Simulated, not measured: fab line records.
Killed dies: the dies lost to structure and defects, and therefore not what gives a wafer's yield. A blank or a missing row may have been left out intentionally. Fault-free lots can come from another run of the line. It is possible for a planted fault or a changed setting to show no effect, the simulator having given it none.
Which tool is to blame? -- flow gf180mcu -- Sampling: 14 lots, 42 wafers, 4 of 602 route steps

== WHAT EACH GAUGE READ, for each wafer ==
GF_DUAL_GATE_THK_MEAS_03.
lot,measured,on,DUAL_GATE_OXIDATION_00_THK (nm)
L488,day 7 17:11,film_metro-03,11.09 11.23 11.07
L489,day 7 22:14,film_metro-03,11.17 11.09 11.02
L491,day 8 09:58,film_metro-02,11.10 11.09 11.02
L492,day 8 17:49,film_metro-02,11.22 11.08 11.14
L493,day 9 00:56,film_metro-03,11.06 10.91 10.78
L495,day 9 12:24,film_metro-02,10.91 11.00 11.01
L498,day 10 14:14,film_metro-01,10.61 11.06 10.96
L499,day 10 17:28,film_metro-02,11.11 11.32 10.92
L501,day 11 05:41,film_metro-02,10.96 11.08 11.06
L502,day 11 14:53,film_metro-02,10.75 10.64 10.55
L508,day 13 07:16,film_metro-03,11.24 10.92 11.12
L509,day 13 15:19,film_metro-03,10.72 10.89 10.93
L510,day 13 22:04,film_metro-03,10.56 10.54 10.50
L511,day 14 07:26,film_metro-01,10.79 10.91 10.93

GF_POLY_GATE_CD_MEAS_10: target cd 280 nm.
lot,measured,on,cd_nm (nm)
L488,day 9 05:38,cd_sem-01,279.8 279.8 279.5
L489,day 9 10:37,cd_sem-02,278.9 279.7 280.2
L491,day 9 23:34,cd_sem-01,278.9 278.4 279.4
L492,day 10 07:36,cd_sem-02,279.6 280.2 280.3
L493,day 10 15:36,cd_sem-01,281.1 280.8 281.0
L495,day 11 02:23,cd_sem-02,276.6 276.8 277.3
L498,day 12 05:33,cd_sem-02,280.1 278.0 278.4
L499,day 12 10:09,cd_sem-01,279.5 280.2 278.7
L501,day 12 23:05,cd_sem-02,- - -
L502,day 13 08:58,cd_sem-01,- - -
L508,day 15 05:29,cd_sem-02,279.6 278.1 279.7
L509,day 15 12:22,cd_sem-02,277.6 278.0 278.8
L510,day 15 21:22,cd_sem-01,279.3 278.3 278.6
L511,day 16 05:49,cd_sem-01,279.9 279.8 279.6

GF_HV_LDD_OVL_MEAS_08.
lot,measured,on,HV_LDD_OVL (nm)
L488,day 10 01:43,overlay-02,0.5 0.1 -0.6
L489,day 10 07:46,overlay-01,3.9 1.2 2.2
L491,day 10 19:35,overlay-02,0.5 0.5 0.9
L492,day 11 04:01,overlay-01,-1.3 -0.2 -0.5
L493,day 11 12:41,overlay-01,0.2 -0.2 1.0
L495,day 11 23:02,overlay-02,2.1 0.4 1.0
L498,day 13 02:32,overlay-01,-0.3 2.0 1.4
L499,day 13 08:44,overlay-02,-0.1 0.6 -0.3
L508,day 16 05:51,overlay-02,1.4 3.5 0.3
L509,day 16 12:20,overlay-02,1.6 1.0 2.2
L510,day 16 21:10,overlay-02,0.9 -0.2 2.2
L511,day 17 07:14,overlay-01,0.6 0.9 0.5

== TOOL THAT RAN EACH LOT (tool first, then ch and the chambers of the sampled wafers, then the start) ==
lot,GF_POLY_GATE_DEVELOP_09
L488,"litho_track-02 ch 0, day 9 05:29"
L489,"litho_track-01 ch 0, day 9 10:28"
L491,"litho_track-01 ch 0, day 9 23:25"
L492,"litho_track-04 ch 0, day 10 07:28"
L493,"litho_track-04 ch 0, day 10 15:28"
L495,"litho_track-02 ch 0, day 11 02:14"
L498,"litho_track-04 ch 0, day 12 05:25"
L499,"litho_track-02 ch 0, day 12 10:01"
L501,"litho_track-02, day 12 22:56"
L502,"litho_track-02, day 13 08:49"
L508,"litho_track-04 ch 0, day 15 05:22"
L509,"litho_track-01 ch 0, day 15 12:13"
L510,"litho_track-01 ch 0, day 15 21:13"
L511,"litho_track-02 ch 0, day 16 05:40"
- GF_POLY_GATE_DEVELOP_09: develop time 60 s.

== AS READ BY THE TOOLS THEMSELVES (means over the sampled wafers that have a number; for cases with no such wafer, the mark the record gives instead) ==
GF_POLY_GATE_DEVELOP_09.
lot,tool,chill_plate_temp_C (C),developer_temp_C (C)
L488,litho_track-02,22.91,21.03
L489,litho_track-01,23.04,20.78
L491,litho_track-01,22.89,20.99
L492,litho_track-04,22.96,21.16
L493,litho_track-04,23.01,20.98
L495,litho_track-02,22.97,20.86
L498,litho_track-04,22.93,20.93
L499,litho_track-02,23.03,20.85
L501,litho_track-02,-,-
L502,litho_track-02,-,-
L508,litho_track-04,23.07,20.96
L509,litho_track-01,23.21,21.09
L510,litho_track-01,23.19,21.13
L511,litho_track-02,22.94,20.92

== THE ANSWER, worked out from the rows above alone ==
Rule: what is usual is taken from the lots themselves. Put in order of their means at a reading, lots are off if they are a third of the lots or fewer, leave a main group of 4 or more, and stand apart from it by a gap of 3 or more times the standard deviation of the main group's means; of several such gaps the widest counts. Not used: any main group whose means are identical at the precision the tables above print for the reading. A lot without any number at a reading at which 4 lots or more have one is off too. Where the step has rows for the other lots, those lots are counted as sound. After the gauges, taken in route order, come the tools' own readings; for these a lot's mean is taken, as printed above. The first step at which some lot is off is used, and at that step the reading that is off furthest; a lot without a number counts as furthest.
Off: L501, L502 (GF_POLY_GATE_CD_MEAS_10, cd_nm). Without a number there: L501, L502. For the main group the mean is 279.2 nm and the standard deviation 0.98.
A tool fits if, at a process step before that reading, it ran every lot that is off, and no sound lot after the first of them. Not tried: the gauges at GF_POLY_GATE_CD_MEAS_10; whatever is off there is also off at GF_POLY_GATE_DEVELOP_09, on other tools, and gauge error can't account for it. Of those tried, none fits.

== WHAT HAD BEEN PUT IN BY THE SIMULATOR ==
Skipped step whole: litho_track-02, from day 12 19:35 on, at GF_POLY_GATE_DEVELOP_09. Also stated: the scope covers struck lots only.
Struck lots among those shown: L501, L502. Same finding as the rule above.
